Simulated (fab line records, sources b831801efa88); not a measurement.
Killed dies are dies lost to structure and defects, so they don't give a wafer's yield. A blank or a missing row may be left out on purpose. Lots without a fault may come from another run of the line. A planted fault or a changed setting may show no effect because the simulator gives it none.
fab line records | flow sky130
record lots=5 wafers=15 last_day=50
route steps=708 shown LOCAL_INTERCONNECT@398 CONTACT@406 METAL1@434 PAD_OPEN@708
lots that met no fault: from a run of the same line without faults
start_h: hours from the record's first day to the start of the lot's first wafer shown | wait_h: hours since the lot's step before | " the same as in the row above | L1.1+2: a row that stands for several wafers | - no value, or no start given | * or withheld: withheld | < > ~ a bound
route shown NAME@n: a module of which the file shows steps, and the number in the route of the first | usual: mean/standard deviation of fault-free wafers | same: alike in all rows | chamber/n: place in a boat | sites: the reading at each site | _std_site: their standard deviation | _edge_site: outer sites' mean less inner sites' | radius_mm: how far each site lies from the wafer's centre | mask NAME#n: copy n | behind: the tool/chamber that last shaped the wafer | hold: why the lot was held/for how many hours/how that ended | device: the transistor (n, p or np) that didn't switch | end of line: the same wafers' tests at the end of the route | a step without rows: its recipe alone | killed: dies lost to structure and defects at the first sort, not the wafer's yield | map: a wafer's dies, x killed, . not, _ none there
set.NAME: the setting as run; set.NAME@STEP: as run at that earlier step | model.NAME: the simulator's own value behind a step, which no gauge read
lots at some steps of the route; a table a step, a row a wafer
services: from which hour (start_h, from the record's first day; less than 0 if before it) a tool's chamber was out of use, for how many hours, and why
## steps
# step SKY_LOCAL_INTERCONNECT_CD_MEAS_11
# recipe target_cd_nm=170
# usual cd_nm=170.5/1.6
# columns lot.wafer tool chamber start_h wait_h cd_nm
L492.2 cd_sem-01 - 719.22 - 168.9
L492.3 " - " " 169.4
L492.4 " - " " 168.8
L493.2 cd_sem-02 - 721.80 - 173.6
L493.4 " - " " 173.7
L493.6 " - " " 174.3
L494.2 cd_sem-01 - 726.07 - 170.2
L494.3 " - " " 170.7
L494.4 " - " " 171.8
L506.1 cd_sem-01 - 826.45 - 167.8
L506.4 " - " " 167.5
L506.6 " - " " 167.3
L508.1 cd_sem-01 - 870.95 - 170.1
L508.4 " - " " 172.4
L508.6 " - " " 171.5
# step SKY_LOCAL_INTERCONNECT_OVL_MEAS_12
# usual LOCAL_INTERCONNECT_OVL=3/5.9
# columns lot.wafer tool chamber start_h wait_h LOCAL_INTERCONNECT_OVL[nm]
L492.2 overlay-01 - 719.33 0.1 7
L492.3 " - " " 7
L492.4 " - " " 1
L493.2 overlay-01 - 721.90 0.1 0
L493.4 " - " " 6
L493.6 " - " " 3
L494.2 overlay-02 - 726.18 0.1 4
L494.3 " - " " 5
L494.4 " - " " 7
L506.1 overlay-01 - 826.57 0.1 10
L506.4 " - " " 7
L506.6 " - " " 16
L508.1 overlay-01 - 871.07 0.1 -4
L508.4 " - " " -3
L508.6 " - " " 0
# step SKY_LOCAL_INTERCONNECT_ETCH_13
# recipe chemistry=N2/H2 target=BARC ion_energy_ev=200 bias_w=100 pressure_mtorr=30 n2_flow_sccm=100 h2_flow_sccm=200 icp_w=500 stop_on=SiO2 time_s=45.9 target_depth_a=600
# usual chamber_pressure_mTorr=30.00/0.032 drypump_motor_current_A=5.4/0.46 he_backside_leak_sccm=3.45/0.22 oes_product_au=0.855/0.0046 throttle_valve_pct=13.225/0.0083
# columns lot.wafer tool chamber start_h wait_h chamber_pressure_mTorr drypump_motor_current_A he_backside_leak_sccm oes_product_au rf_hours_counter_h throttle_valve_pct
L492.2 rie_metal-04 0 719.36 0.0 29.98 5.3 3.52 0.856 13 13.224
L492.3 " 0 " " 30.02 5.3 3.73 0.858 - 13.223
L492.4 " 1 " " 30.00 6.3 3.63 0.854 - 13.218
L493.2 rie_metal-01 0 721.93 0.0 30.04 4.7 3.21 0.848 2 13.228
L493.4 " 0 " " 30.01 4.7 3.37 0.850 - 13.223
L493.6 " 0 " " 29.99 4.7 3.36 0.856 - 13.232
L494.2 rie_metal-02 0 726.23 0.0 30.02 5.6 3.47 0.848 - 13.212
L494.3 " 0 " " 30.01 5.6 3.36 0.851 - 13.221
L494.4 " 0 " " 29.99 5.6 3.38 0.850 - 13.231
L506.1 rie_metal-01 1 826.60 0.0 30.03 5.3 3.43 0.861 12 13.231
L506.4 " 1 " " 29.98 5.3 3.43 0.849 - 13.228
L506.6 " 1 " " 30.00 5.3 3.48 0.860 - 13.233
L508.1 rie_metal-04 0 871.10 0.0 30.02 5.3 3.75 0.856 2 13.213
L508.4 " 1 " " 30.00 6.3 3.51 0.849 - 13.234
L508.6 " 0 " " 30.00 5.3 3.67 0.853 - 13.225
# step SKY_LOCAL_INTERCONNECT_METAL_ETCH_14
# recipe target_depth_nm=110 stop_on=PSG chemistry=Cl2/BCl3 target=TiN resist_sidewall_deg=88 pressure_mtorr=10 icp_w=900 bias_w=48.5 Cl2_flow_sccm=60 bcl3_flow_sccm=30 time_s=31.4
# step SKY_LOCAL_INTERCONNECT_STRIP_15
# recipe chemistry=O2/N2 power_w=1400 pressure_mtorr=1500 platen_temp_c=withheld o2_flow_sccm=3000 n2_flow_sccm=300 overash_fraction=0.5
# step SKY_LOCAL_INTERCONNECT_STRIP_16
# recipe chemistry=post_etch_residue_remover time_s=1200 temp_c=72.5
# step SKY_LOCAL_INTERCONNECT_CLEAN_17
# recipe chemistry=IPA time_s=180 temp_c=25
# step SKY_LOCAL_INTERCONNECT_CLEAN_18
# recipe chemistry=O3/DIW dry=n2_spin
# step SKY_CONTACT_CVD_00
# recipe material=Si3N4 target_thk_nm=75 temp_c=400 time_s=withheld rf_w=450
# step SKY_CONTACT_THK_MEAS_01
# recipe reads=Si3N4_of_CONTACT_CVD_00
# usual CONTACT_CVD_00_THK=74.4/1.2
# columns lot.wafer tool chamber start_h wait_h CONTACT_CVD_00_THK[nm]
L492.2 film_metro-04 - 720.12 - 73.9
L492.3 " - " " 72.2
L492.4 " - " " 74.0
L493.2 film_metro-03 - 722.82 - 75.5
L493.4 " - " " 77.0
L493.6 " - " " 75.5
L494.2 film_metro-04 - 727.12 - 73.6
L494.3 " - " " 73.3
L494.4 " - " " 74.6
L506.1 film_metro-04 - 827.45 - 73.5
L506.4 " - " " 75.6
L506.6 " - " " 74.3
L508.1 film_metro-03 - 871.84 - 73.3
L508.4 " - " " 75.4
L508.6 " - " " 74.0
# step SKY_CONTACT_HDPCVD_02
# recipe material=SiO2 target_thk_nm=565 sigma_open_frac=0.3 time_s=94.2 temp_c=600 sih4_flow_sccm=60 pressure_mtorr=6
# step SKY_CONTACT_THK_MEAS_03
# recipe reads=SiO2_of_CONTACT_HDPCVD_02
# usual CONTACT_HDPCVD_THK=563/6.3
# columns lot.wafer tool chamber start_h wait_h CONTACT_HDPCVD_THK[nm]
L492.2 film_metro-02 - 720.25 0.0 565
L492.3 " - " " 566
L492.4 " - " " 564
L493.2 film_metro-04 - 722.94 0.0 566
L493.4 " - " " 561
L493.6 " - " " 558
L494.2 film_metro-02 - 727.25 0.0 548
L494.3 " - " " 565
L494.4 " - " " 554
L506.1 film_metro-02 - 827.58 0.0 567
L506.4 " - " " 562
L506.6 " - " " 563
L508.1 film_metro-04 - 871.97 0.0 562
L508.4 " - " " 562
L508.6 " - " " 563
# step SKY_CONTACT_CMP_04
# recipe material=SiO2 down_force_psi=4 platen_rpm=60 pad_velocity_m_s=0.94248
# usual motor_current_A=12.1/1.1 time_to_endpoint_s=81/5.9
# columns lot.wafer tool chamber start_h wait_h motor_current_A time_to_endpoint_s model.SiO2_of_CONTACT_HDPCVD_02.thk_nm
L492.2 cmp-01 1 720.30 0.0 11.1 84 339.2
L492.4 " 2 " " 12.2 84 339.4
L492.3 " 3 " " 12.9 88 343.4
L493.4 cmp-02 3 723.09 0.1 11.2 75 339.5
L493.2 " 0 " " 13.0 86 341.6
L493.6 " 2 " " 10.9 74 339.5
L494.2 cmp-02 2 727.30 0.0 11.6 82 302.3
L494.3 " 3 " " 10.7 79 337.4
L494.4 " 0 " " 12.8 79 338.6
L506.4 cmp-02 1 827.69 0.1 11.4 79 339.3
L506.1 " 2 " " 10.6 72 337.1
L506.6 " 0 " " 13.0 78 339.6
L508.4 cmp-02 3 872.13 0.1 10.8 76 338.2
L508.1 " 0 " " 12.9 81 339.5
L508.6 " 2 " " 11.5 75 336
# step SKY_CONTACT_BOW_MEAS_05
# recipe mode=bow
# usual CONTACT_BOW=82/7.2
# columns lot.wafer tool chamber start_h wait_h CONTACT_BOW[um]
L492.2 film_metro-04 - 720.62 0.3 76
L492.3 " - " " 92
L492.4 " - " " 84
L493.2 film_metro-04 - 723.31 0.1 93
L493.4 " - " " 78
L493.6 " - " " 93
L494.2 film_metro-04 - 727.62 0.3 81
L494.3 " - " " 89
L494.4 " - " " 90
L506.1 film_metro-02 - 827.94 0.1 79
L506.4 " - " " 82
L506.6 " - " " 78
L508.1 film_metro-03 - 872.33 0.1 85
L508.4 " - " " 93
L508.6 " - " " 81
# step SKY_CONTACT_DEHYDRATE_06
# recipe temp_c=200 time_s=60
# step SKY_CONTACT_HMDS_07
# recipe prime_time_s=60 prime_temp_c=120
# step SKY_CONTACT_COAT_08
# recipe resist=BARC temp_c=withheld time_s=withheld spin_rpm=3000 resist_thk_nm=60
# step SKY_CONTACT_COAT_09
# recipe resist=KrF-thick spin_rpm=3000 resist_thk_nm=446
# step SKY_CONTACT_SOFTBAKE_10
# recipe temp_c=100 time_s=90 resist=KrF-thick
# step SKY_CONTACT_EXPOSE_11
# recipe mask_id=CTM1 na=0.8 source_shape=annular sigma_inner=0.55 sigma_outer=0.85 target_cd_nm=170 dose_mj=38.38
# step SKY_CONTACT_PEB_12
# recipe peb_temp_c=withheld peb_time_s=withheld resist=KrF-thick
# step SKY_CONTACT_DEVELOP_13
# recipe develop_time_s=60 resist=KrF-thick dev_temp_c=21
# step SKY_CONTACT_CD_MEAS_14
# recipe target_cd_nm=170
# usual cd_nm=169.9/1.3
# columns lot.wafer tool chamber start_h wait_h cd_nm
L492.2 cd_sem-02 - 747.77 - 169.1
L492.3 " - " " 167.6
L492.4 " - " " 168.7
L493.2 cd_sem-01 - 750.42 - 169.2
L493.4 " - " " 170.6
L493.6 " - " " 169.8
L494.2 cd_sem-02 - 755.17 - 171.1
L494.3 " - " " 170.2
L494.4 " - " " 170.8
L506.1 cd_sem-01 - 854.38 - 171.4
L506.4 " - " " 170.6
L506.6 " - " " 172.0
L508.1 cd_sem-02 - 898.48 - 169.9
L508.4 " - " " 170.5
L508.6 " - " " 171.2
# step SKY_CONTACT_OVL_MEAS_15
# usual CONTACT_OVL=-1/5.2
# columns lot.wafer tool chamber start_h wait_h CONTACT_OVL[nm]
L492.2 overlay-01 - 747.88 0.1 0
L492.3 " - " " 3
L492.4 " - " " 4
L493.2 overlay-01 - 750.53 0.1 4
L493.4 " - " " 2
L493.6 " - " " -1
L494.2 overlay-01 - 755.28 0.1 -5
L494.3 " - " " -2
L494.4 " - " " -2
L506.1 overlay-02 - 854.50 0.1 -7
L506.4 " - " " -12
L506.6 " - " " -6
L508.1 overlay-02 - 898.60 0.1 -8
L508.4 " - " " -9
L508.6 " - " " -12
# step SKY_CONTACT_ETCH_16
# recipe chemistry=N2/H2 target=BARC ion_energy_ev=200 source_w=500 bias_w=100 pressure_mtorr=30 n2_flow_sccm=100 h2_flow_sccm=200 stop_on=SiO2 time_s=45.9 target_depth_a=600
# step SKY_CONTACT_ETCH_17
# recipe target=SiO2 chemistry=C4F8/O2/Ar stop_on=Si3N4 mask_material=KrF-thick source_w=1500 bias_w=1200 pressure_mtorr=40 c4f8_flow_sccm=withheld O2_flow_sccm=6 Ar_flow_sccm=300 time_s=withheld target_depth_a=3400
# usual chamber_pressure_mTorr=40.00/0.031 oes_product_au=0.891/0.005
# columns lot.wafer tool chamber start_h wait_h chamber_pressure_mTorr oes_product_au model.etch.depth_nm model.CONTACT.feature_depth_nm
L492.2 rie_diel-04 0 747.95 0.0 40.00 0.887 339.2 339.2
L492.3 " 1 " " 40.00 0.894 343.4 343.4
L492.4 " 3 " " 39.98 0.891 339.4 339.4
L493.2 rie_diel-03 3 750.60 0.0 39.96 0.893 341.6 341.6
L493.4 " 2 " " 40.00 0.889 339.5 339.5
L493.6 " 1 " " 40.06 0.897 339.5 339.5
L494.2 rie_diel-03 0 755.35 0.0 39.98 0.838 302.3 302.3
L494.3 " 3 " " 40.02 0.884 337.4 337.4
L494.4 " 1 " " 39.96 0.894 338.6 338.6
L506.1 rie_diel-03 3 854.57 0.0 40.09 0.886 337.1 337.1
L506.4 " 2 " " 39.99 0.895 339.3 339.3
L506.6 " 3 " " 40.06 0.893 339.6 339.6
L508.1 rie_diel-04 1 898.68 0.0 40.04 0.889 339.5 339.5
L508.4 " 2 " " 40.01 0.883 338.2 338.2
L508.6 " 0 " " 40.00 0.879 336 336
# step SKY_CONTACT_ETCH_18
# recipe target=Si3N4 chemistry=CHF3/O2 stop_on=TiN source_w=600 bias_w=200 pressure_mtorr=40 chf3_flow_sccm=50 O2_flow_sccm=5 time_s=39 target_depth_a=750
# usual chamber_pressure_mTorr=39.99/0.04 drypump_motor_current_A=5.5/0.48 oes_product_au=0.850/0.0085 throttle_valve_pct=8.792/0.0088
# columns lot.wafer tool chamber start_h wait_h chamber_pressure_mTorr drypump_motor_current_A oes_product_au rf_hours_counter_h throttle_valve_pct
L492.2 rie_diel-04 0 - - 40.03 4.8 0.844 9 8.776
L492.3 " 1 " " 39.96 5.6 0.843 5 8.781
L492.4 " 3 " " 40.06 5.1 0.843 7 8.793
L493.2 rie_diel-03 3 - - 39.93 5.9 0.853 10 8.793
L493.4 " 2 " " 39.88 5.3 0.861 2 8.802
L493.6 " 1 " " 40.02 5.0 0.859 - 8.800
L494.2 rie_diel-03 0 - - 40.09 5.2 0.849 17 8.787
L494.3 " 3 " " 39.99 5.9 0.845 11 8.788
L494.4 " 1 " " 39.92 5.0 0.861 9 8.800
L506.1 rie_diel-03 3 - - 39.94 5.9 0.845 13 8.787
L506.4 " 2 " " 39.98 5.3 0.862 5 8.795
L506.6 " 3 " " 39.94 5.9 0.855 - 8.766
L508.1 rie_diel-04 1 - - 40.00 5.6 0.846 10 8.786
L508.4 " 2 " " 39.96 6.2 0.858 11 8.797
L508.6 " 0 " " 39.97 4.8 0.856 - 8.805
# step SKY_CONTACT_STRIP_19
# recipe chemistry=O2/N2 power_w=1400 pressure_mtorr=1500 platen_temp_c=withheld o2_flow_sccm=3000 n2_flow_sccm=300 overash_fraction=0.5
# step SKY_CONTACT_STRIP_20
# recipe chemistry=post_etch_residue_remover time_s=1200 temp_c=72.5
# step SKY_CONTACT_CLEAN_21
# recipe chemistry=IPA time_s=180 temp_c=25
# step SKY_CONTACT_CLEAN_22
# recipe chemistry=O3/DIW dry=n2_spin
# step SKY_CONTACT_SPUTTER_23
# recipe material=TiN target_thk_nm=20 chamber_pressure_pa=5 power_w=4000 time_s=80
# step SKY_CONTACT_CVD_24
# recipe material=W target_thk_nm=340 time_s=102.12 temp_c=400 pressure_torr=40
# usual heater_power_w=825/98
# columns lot.wafer tool chamber start_h wait_h heater_power_w
L492.2 cvd_w-02 0 748.69 0.0 818
L492.3 " 1 " " 816
L492.4 " 0 " " 819
L493.2 cvd_w-02 0 751.34 0.0 803
L493.4 " 0 " " 790
L493.6 " 0 " " 794
L494.2 cvd_w-02 0 756.09 0.0 794
L494.3 " 1 " " 819
L494.4 " 0 " " 800
L506.1 cvd_w-02 1 855.66 0.0 829
L506.4 " 1 " " 831
L506.6 " 1 " " 833
L508.1 cvd_w-02 1 899.46 0.0 820
L508.4 " 0 " " 822
L508.6 " 0 " " 819
# step SKY_CONTACT_RS_MEAS_25
# recipe thk_meas_gauge=four-point-probe reads=W_of_CONTACT_CVD_24+TiN_of_CONTACT_SPUTTER_23
# usual CONTACT_W_RS=0.337/0.0038
# columns lot.wafer tool chamber start_h wait_h CONTACT_W_RS[ohm/sq]
L492.2 film_metro-02 - 748.82 0.1 0.335
L492.3 " - " " 0.331
L492.4 " - " " 0.335
L493.2 film_metro-04 - 751.47 0.1 0.342
L493.4 " - " " 0.341
L493.6 " - " " 0.339
L494.2 film_metro-04 - 756.22 0.1 0.338
L494.3 " - " " 0.341
L494.4 " - " " 0.341
L506.1 film_metro-03 - 855.77 0.1 0.340
L506.4 " - " " 0.342
L506.6 " - " " 0.342
L508.1 film_metro-04 - 899.57 0.1 0.342
L508.4 " - " " 0.334
L508.6 " - " " 0.340
# step SKY_CONTACT_THK_MEAS_26
# recipe thk_meas_gauge=xrf reads=W_of_CONTACT_CVD_24
# usual CONTACT_W_THK=339/4.6
# columns lot.wafer tool chamber start_h wait_h CONTACT_W_THK[nm]
L492.2 film_metro-02 - 748.93 0.1 340
L492.3 " - " " 342
L492.4 " - " " 339
L493.2 film_metro-04 - 751.58 0.1 329
L493.4 " - " " 329
L493.6 " - " " 332
L494.2 film_metro-04 - 756.33 0.1 333
L494.3 " - " " 330
L494.4 " - " " 331
L506.1 film_metro-03 - 855.89 0.1 337
L506.4 " - " " 337
L506.6 " - " " 338
L508.1 film_metro-04 - 899.69 0.1 331
L508.4 " - " " 338
L508.6 " - " " 333
# step SKY_CONTACT_CMP_27
# recipe stop_on=SiO2 t_overpolish_s=15 down_force_psi=3.5 platen_rpm=60 target_thk_nm=0 pad_velocity_m_s=0.94248
# step SKY_METAL1_SPUTTER_00
# recipe material=Ti target_thk_nm=15 power_w=3000 time_s=10 chamber_pressure_pa=0.4
# step SKY_METAL1_SPUTTER_01
# recipe material=TiN target_thk_nm=20 power_w=6500 time_s=16.7 chamber_pressure_pa=0.4
# step SKY_METAL1_SPUTTER_02
# recipe material=AlCu target_thk_nm=250 power_w=10600 time_s=13.3 chamber_pressure_pa=0.4
# step SKY_METAL1_SPUTTER_03
# recipe material=Ti target_thk_nm=5 power_w=3000 time_s=3.3 chamber_pressure_pa=0.4
# usual throttle_valve_pct=29.8/1.2
# columns lot.wafer tool chamber start_h wait_h throttle_valve_pct
L492.2 pvd_sputter-03 - 749.44 0.0 29.3
L492.3 " - " " 28.0
L492.4 " - " " 29.6
L493.2 pvd_sputter-04 - 752.10 0.0 29.2
L493.4 " - " " 31.0
L493.6 " - " " 29.1
L494.2 pvd_sputter-02 - 756.84 0.0 32.1
L494.3 " - " " 29.4
L494.4 " - " " 30.5
L506.1 pvd_sputter-04 - 856.32 0.0 28.9
L506.4 " - " " 29.1
L506.6 " - " " 31.1
L508.1 pvd_sputter-04 - 900.12 0.0 28.1
L508.4 " - " " 29.2
L508.6 " - " " 30.8
# step SKY_METAL1_SPUTTER_04
# recipe material=TiN target_thk_nm=70 power_w=6500 time_s=58.3 chamber_pressure_pa=0.4
# usual throttle_valve_pct=29.8/1.2
# columns lot.wafer tool chamber start_h wait_h throttle_valve_pct
L492.2 pvd_sputter-03 - 749.46 0.0 29.4
L492.3 " - " " 28.2
L492.4 " - " " 29.6
L493.2 pvd_sputter-04 - 752.12 0.0 28.7
L493.4 " - " " 31.2
L493.6 " - " " 29.0
L494.2 pvd_sputter-02 - 756.86 0.0 32.0
L494.3 " - " " 29.5
L494.4 " - " " 30.3
L506.1 pvd_sputter-04 - 856.34 0.0 29.2
L506.4 " - " " 28.8
L506.6 " - " " 31.0
L508.1 pvd_sputter-04 - 900.14 0.0 27.7
L508.4 " - " " 29.0
L508.6 " - " " 30.8
# step SKY_METAL1_RS_MEAS_05
# recipe thk_meas_gauge=four-point-probe reads=TiN_of_METAL1_SPUTTER_04+Ti_of_METAL1_SPUTTER_03+AlCu_of_METAL1_SPUTTER_02+TiN_of_METAL1_SPUTTER_01+Ti_of_METAL1_SPUTTER_00
# usual METAL1_ALCU_RS=0.1266/0.0019
# columns lot.wafer tool chamber start_h wait_h METAL1_ALCU_RS[ohm/sq]
L492.2 film_metro-03 - 749.53 0.0 0.1271
L492.3 " - " " 0.1245
L492.4 " - " " 0.1262
L493.2 film_metro-04 - 752.19 0.0 0.1267
L493.4 " - " " 0.1265
L493.6 " - " " 0.1280
L494.2 film_metro-03 - 756.93 0.0 0.1295
L494.3 " - " " 0.1254
L494.4 " - " " 0.1295
L506.1 film_metro-04 - 856.39 0.0 0.1283
L506.4 " - " " 0.1277
L506.6 " - " " 0.1270
L508.1 film_metro-04 - 900.19 0.0 0.1256
L508.4 " - " " 0.1270
L508.6 " - " " 0.1241
# step SKY_METAL1_METAL_ETCH_19
# recipe target_depth_a=3600 stop_on=SiO2 over_etch_frac=0.3 time_s=78 chemistry=Cl2/BCl3 resist_sidewall_deg=88 pressure_mtorr=10 icp_w=873.1 bias_w=48.5 Cl2_flow_sccm=60 bcl3_flow_sccm=30
# usual chamber_pressure_mTorr=10.000/0.0086 drypump_motor_current_A=5.4/0.44 he_backside_leak_sccm=3.37/0.25 oes_product_au=0.855/0.007 throttle_valve_pct=22.264/0.0083
# columns lot.wafer tool chamber start_h wait_h chamber_pressure_mTorr drypump_motor_current_A he_backside_leak_sccm oes_product_au rf_hours_counter_h throttle_valve_pct model.SiO2_of_CONTACT_HDPCVD_02.thk_nm
L492.2 rie_metal-02 1 776.95 0.0 9.992 5.4 3.28 0.859 1 22.268 325.7
L492.3 " 0 " " 9.980 5.6 3.19 0.865 - 22.255 329.8
L492.4 " 1 " " 10.001 5.4 3.47 0.854 - 22.279 325.9
L493.2 rie_metal-01 1 778.80 0.0 9.999 5.2 3.45 0.849 10 22.263 327.7
L493.4 " 0 " " 10.008 4.7 3.45 0.856 - 22.274 325.5
L493.6 " 0 " " 9.998 4.7 3.60 0.853 - 22.244 325.5
L494.2 rie_metal-01 0 784.60 0.0 10.005 4.7 3.49 0.850 4 22.258 288.2
L494.3 " 1 " " 10.006 5.3 3.33 0.856 - 22.279 323.4
L494.4 " 0 " " 10.006 4.6 3.49 0.847 - 22.264 324.4
L506.1 rie_metal-01 1 882.45 0.0 10.000 5.3 3.45 0.843 14 22.260 323.2
L506.4 " 0 " " 10.006 4.7 3.45 0.851 - 22.256 324.9
L506.6 " 1 " " 9.996 5.3 3.56 0.855 - 22.259 325.7
L508.1 rie_metal-02 1 925.11 0.0 10.002 5.4 3.42 0.852 7 22.251 325.8
L508.4 " 1 " " 9.994 5.4 3.69 0.845 - 22.263 324.5
L508.6 " 1 " " 10.005 5.4 3.54 0.860 - 22.280 322.3
# step SKY_PAD_OPEN_PROBE_99
# usual killed_at_M0_to_M3=44/7.1 killed_at_M4_up=3.1/1.8 killed_at_contacts=24/5.3 killed_at_front_end=15/4.5 killed_at_other=0.2/0.42 killed_dies=86/9.6 killed_open=46/6.9 killed_short=40/6.4
# same gross_dies=492 killed_at_back_side=0
# columns lot.wafer tool chamber start_h wait_h killed_at_M0_to_M3 killed_at_M4_up killed_at_contacts killed_at_front_end killed_at_other killed_dies killed_open killed_short
L492.2 prober-01 - 1083.29 0.1 47 4 28 21 0 100 59 41
L492.3 prober-01 - 1083.34 0.2 46 2 34 8 0 90 61 29
L492.4 prober-01 - 1083.39 0.2 41 7 27 14 0 89 44 45
L493.2 prober-02 - 1085.48 0.1 45 2 26 11 0 84 48 36
L493.4 prober-02 - 1085.58 0.2 50 2 20 9 0 81 49 32
L493.6 prober-02 - 1085.68 0.2 48 5 45 9 0 107 57 50
L494.2 prober-01 - 1089.67 0.1 42 0 23 21 1 87 41 46
L494.3 prober-01 - 1089.72 0.2 48 2 20 22 1 93 47 46
L494.4 prober-01 - 1089.77 0.2 45 4 25 10 0 84 50 34
L506.1 prober-01 - 1161.47 0.1 61 2 28 12 1 104 58 46
L506.4 prober-01 - 1161.62 0.2 41 1 31 14 0 87 53 34
L506.6 prober-01 - 1161.72 0.2 44 3 26 19 0 92 42 50
L508.1 prober-02 - 1191.04 0.1 50 5 40 15 0 110 61 49
L508.4 prober-02 - 1191.19 0.2 51 1 22 11 0 85 43 42
L508.6 prober-02 - 1191.29 0.2 38 2 25 16 0 81 43 38
# killed by level:class
L492.2 VIA1:geometric_particle:open=15 CONTACT:geometric_particle:open=12 POLY_GATE:geometric_particle:open=7 VIA2:geometric_particle:open=7 FIELD_ISO:geometric_particle:open=5 CONTACT:geometric_particle:short=5 VIA2:geometric_particle:short=5 VIA1:geometric_particle:short=5
L492.3 VIA1:geometric_particle:open=19 CONTACT:geometric_particle:open=16 LI_CONTACT:geometric_particle:open=7 CONTACT:geometric_particle:short=6 VIA1:geometric_particle:short=5 VIA2:geometric_particle:open=5 VIA3:geometric_particle:open=5 LOCAL_INTERCONNECT:geometric_particle:short=4
L492.4 CONTACT:geometric_particle:open=10 VIA1:geometric_particle:open=10 LI_CONTACT:geometric_particle:open=9 POLY_GATE:geometric_particle:short=6 METAL1:geometric_particle:short=6 METAL2:geometric_particle:short=6 METAL4:geometric_particle:short=5 FIELD_ISO:geometric_particle:short=4
L493.2 CONTACT:geometric_particle:open=13 VIA2:geometric_particle:open=8 VIA1:geometric_particle:open=7 LI_CONTACT:geometric_particle:open=6 VIA3:geometric_particle:open=6 VIA3:geometric_particle:short=6 METAL2:geometric_particle:short=6 VIA1:geometric_particle:short=4
L493.4 VIA1:geometric_particle:open=12 VIA2:geometric_particle:open=11 LI_CONTACT:geometric_particle:open=6 CONTACT:geometric_particle:open=5 METAL1:geometric_particle:short=5 METAL2:geometric_particle:short=5 VIA3:geometric_particle:short=5 VIA3:geometric_particle:open=5
L493.6 LI_CONTACT:geometric_particle:open=15 CONTACT:geometric_particle:open=10 VIA1:geometric_particle:open=10 LOCAL_INTERCONNECT:geometric_particle:short=8 VIA1:geometric_particle:short=7 VIA2:geometric_particle:open=7 VIA3:geometric_particle:open=7 LI_CONTACT:geometric_particle:short=6
L494.2 VIA1:geometric_particle:open=10 METAL2:geometric_particle:short=8 CONTACT:geometric_particle:short=7 VIA3:geometric_particle:open=7 POLY_GATE:geometric_particle:short=6 FIELD_ISO:geometric_particle:open=5 LI_CONTACT:geometric_particle:short=5 CONTACT:geometric_particle:open=5
L494.3 VIA1:geometric_particle:open=12 POLY_GATE:geometric_particle:open=6 VIA3:geometric_particle:open=6 METAL1:geometric_particle:short=6 METAL2:geometric_particle:short=6 FIELD_ISO:geometric_particle:open=5 LOCAL_INTERCONNECT:geometric_particle:short=5 LI_CONTACT:geometric_particle:open=5
L494.4 CONTACT:geometric_particle:open=8 VIA3:geometric_particle:open=8 LI_CONTACT:geometric_particle:open=7 VIA1:geometric_particle:open=7 VIA2:geometric_particle:open=6 METAL2:geometric_particle:short=5 LI_CONTACT:geometric_particle:short=4 VIA1:geometric_particle:short=4
L506.1 VIA1:geometric_particle:open=17 CONTACT:geometric_particle:open=10 VIA1:geometric_particle:short=9 LI_CONTACT:geometric_particle:open=8 CONTACT:geometric_particle:short=7 METAL2:geometric_particle:short=7 VIA3:geometric_particle:open=7 VIA2:geometric_particle:open=6
L506.4 LI_CONTACT:geometric_particle:open=11 CONTACT:geometric_particle:open=11 VIA1:geometric_particle:open=8 FIELD_ISO:geometric_particle:short=6 VIA3:geometric_particle:open=6 VIA2:geometric_particle:open=6 METAL1:geometric_particle:short=5 VIA1:geometric_particle:short=5
L506.6 CONTACT:geometric_particle:short=10 VIA1:geometric_particle:short=8 VIA2:geometric_particle:open=8 CONTACT:geometric_particle:open=7 METAL1:geometric_particle:short=7 VIA1:geometric_particle:open=7 FIELD_ISO:geometric_particle:short=5 LI_CONTACT:geometric_particle:open=5
L508.1 CONTACT:geometric_particle:open=12 LI_CONTACT:geometric_particle:open=11 VIA3:geometric_particle:open=10 VIA1:geometric_particle:open=8 METAL3:geometric_particle:short=7 FIELD_ISO:geometric_particle:open=6 LI_CONTACT:geometric_particle:short=5 LOCAL_INTERCONNECT:geometric_particle:short=5
L508.4 VIA1:geometric_particle:open=10 CONTACT:geometric_particle:open=9 VIA1:geometric_particle:short=9 VIA3:geometric_particle:open=7 CONTACT:geometric_particle:short=6 METAL2:geometric_particle:short=6 VIA2:geometric_particle:open=6 LI_CONTACT:geometric_particle:open=5
L508.6 VIA2:geometric_particle:open=9 CONTACT:geometric_particle:open=8 FIELD_ISO:geometric_particle:open=6 VIA1:geometric_particle:open=6 POLY_GATE:geometric_particle:short=5 LI_CONTACT:geometric_particle:open=5 LOCAL_INTERCONNECT:geometric_particle:short=5 VIA2:geometric_particle:short=5
## services
# columns tool chamber start_h hours kind
rie_diel-03 3 699.27 10.7 repair
pvd_sputter-03 - 700.15 1.3 repair
rie_diel-04 1 701.69 6.6 repair
rie_diel-04 2 704.91 8.3 repair
pvd_sputter-04 - 718.09 1.4 repair
cmp-02 - 741.39 12.4 pm
rie_metal-04 1 741.73 2.8 repair
cmp-02 - 753.75 4.0 pm
pvd_sputter-04 - 754.84 5.1 repair
pvd_sputter-02 - 778.47 1.8 repair
cmp-01 - 808.40 0.9 repair
rie_diel-04 0 819.41 6.5 repair
cmp-01 - 838.76 1.9 repair
cvd_w-02 0 857.65 3.9 repair
cmp-02 - 863.31 6.6 pm
rie_diel-03 0 871.30 28.3 repair
pvd_sputter-04 1 878.62 - consumable_replace:kit
pvd_sputter-04 1 878.62 18.0 scheduled_down
pvd_sputter-04 1 878.62 18.0 vent_cycle
pvd_sputter-02 - 890.07 5.1 repair
cvd_w-02 - 904.00 14.0 pm
cvd_w-02 0 904.00 14.0 vent_cycle
cmp-01 - 912.00 4.0 pm
cmp-01 - 914.24 1.6 repair
## key
first_sign step=SKY_CONTACT_ETCH_17 reading=oes_product_au direction=down sigmas=11 usual=0.891 struck=0.838
effect none on later readings
model_effect step=SKY_CONTACT_CMP_04 value=SiO2_of_CONTACT_HDPCVD_02.thk_nm without=336.3 struck=302.3
model_effect step=SKY_CONTACT_ETCH_17 value=etch.depth_nm without=336.3 struck=302.3
model_effect step=SKY_METAL1_METAL_ETCH_19 value=SiO2_of_CONTACT_HDPCVD_02.thk_nm without=322.2 struck=288.2
met_at SKY_CONTACT_CMP_04
struck_wafers L494.2
tester_left_out L494
onset_between 723.09 727.30
fault kind=process_parameter_drift tool=cmp-02 chamber=2 onset_h=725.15 steps=SKY_CONTACT_CMP_04 channel=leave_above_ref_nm offset=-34 shape=step end_h=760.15 acts_in=these_recipes_only stated=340
# tester_left_out: of these lots the tester's yield and bins aren't shown, on N5 and GAA mostly nor the transistor test; their killed dies are dies lost to structure and defects alone, not to doping, threshold or leakage, so they don't give the yield
